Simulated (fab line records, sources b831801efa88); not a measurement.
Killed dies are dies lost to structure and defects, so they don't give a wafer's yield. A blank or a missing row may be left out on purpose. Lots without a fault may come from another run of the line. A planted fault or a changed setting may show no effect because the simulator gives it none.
Split-lot experiment | flow sfq_line | 4 lots, 8 wafers read, on a route of 325 steps

THE SPLIT
At SFQ_TRILAYER_I5_LITHO_COAT_149 (resist thk 62 nm), the setting resist_thk_nm was moved away from the recipe's 62 nm on 2 of the 8 wafers read, by -4.8% to -1.8%. The other wafers ran this setting at the recipe's value.

The file shows no step between the split and the reading.

THE READING
etch.depth_nm (the simulator's own value, which no gauge read), in nm, at SFQ_TRILAYER_I5_BARC_OPEN_VIA_ETCH_200 (etches BARC in O2, target depth 125 nm, time 41.7 s). The file gives no usual value for it. The 6 wafers here that ran the recipe average 62.01 nm, standard deviation 0.17 nm.

wafer  | tool, chamber at the split | resist_thk_nm as run, nm | against the recipe | etch.depth_nm, nm | against lot-mates on the recipe
L078.4 | litho_track-04, 0          | 62                       | recipe             | 62.21             | -
L078.5 | litho_track-04, 0          | 60.89                    | -1.8%              | 61.09             | -1.12
L079.2 | litho_track-01, 0          | 62                       | recipe             | 62.25             | -
L080.3 | litho_track-01, 0          | 62                       | recipe             | 61.84             | -
L080.5 | litho_track-01, 0          | 62                       | recipe             | 61.98             | -
L080.6 | litho_track-01, 0          | 62                       | recipe             | 61.97             | -
L084.1 | litho_track-04, 0          | 62                       | recipe             | 61.81             | -
L084.3 | litho_track-04, 0          | 59.02                    | -4.8%              | 59.1              | -2.71

THE FIT
A straight line over all 8 wafers: etch.depth_nm changes by +0.598 nm for each +1% of resist_thk_nm; r = +0.99; the points scatter about the line by 0.18 nm.
The same after taking each lot's own level away (the mean of its wafers on the recipe; 8 wafers): +0.569 nm for each +1%; r = +1.00; scatter 0.061 nm.
On that fit, the largest move of resist_thk_nm shifts the reading by 2.7 nm.
The lots' own levels span 61.810 to 62.250 nm, that is 2.6 times the standard deviation above.
So the lot-to-lot level changes the slope little: the two slopes agree.
Check: with one of the wafers moved furthest among these (-4.8%) left out of the fit, the line predicts -3.01 nm for it against its lot-mates. It came out at -2.71 nm against them.

OTHER SPLITS ON THESE WAFERS
These wafers also went through other splits before the reading. Each is held against what the fit with the lots' levels taken away leaves over:
other split on the same wafers                  | wafers away from the commonest value | r with etch.depth_nm (lot level and that fit taken away)
SFQ_TRILAYER_JJ_CE_LITHO_EXPOSE_115 dose_mj     | 2                                    | -0.45
SFQ_TRILAYER_M5_LITHO_COAT_128 spin_rpm         | 1                                    | +0.66
SFQ_TRILAYER_M5_ETCH_METAL_ETCH_126 time_s      | 1                                    | -0.24
SFQ_TRILAYER_R5_LITHO_COAT_141 spin_rpm         | 0                                    | -
SFQ_TRILAYER_R5_BARC_OPEN_METAL_ETCH_177 time_s | 3                                    | -0.36

THE WHOLE CHAIN: every reading that the file lists as answering this split, in the file's order
step                                   | what it does                                        | reading                                                                                    | change (the file's fit)               | r (the file's)
SFQ_TRILAYER_I5_LITHO_COAT_149         | resist thk 62 nm                                    | BARC_of_TRILAYER_I5_LITHO_COAT_149.thk_nm (the simulator's own value, which no gauge read) | +0.577 nm for each +1% of the setting | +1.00
SFQ_TRILAYER_I5_BARC_OPEN_VIA_ETCH_200 | etches BARC in O2, target depth 125 nm, time 41.7 s | etch.depth_nm (the simulator's own value, which no gauge read)                             | +0.573 nm for each +1% of the setting | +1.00

THE FILE'S OWN FIT
etch.depth_nm changes by +0.573 nm for each +1% of resist_thk_nm, r = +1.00.
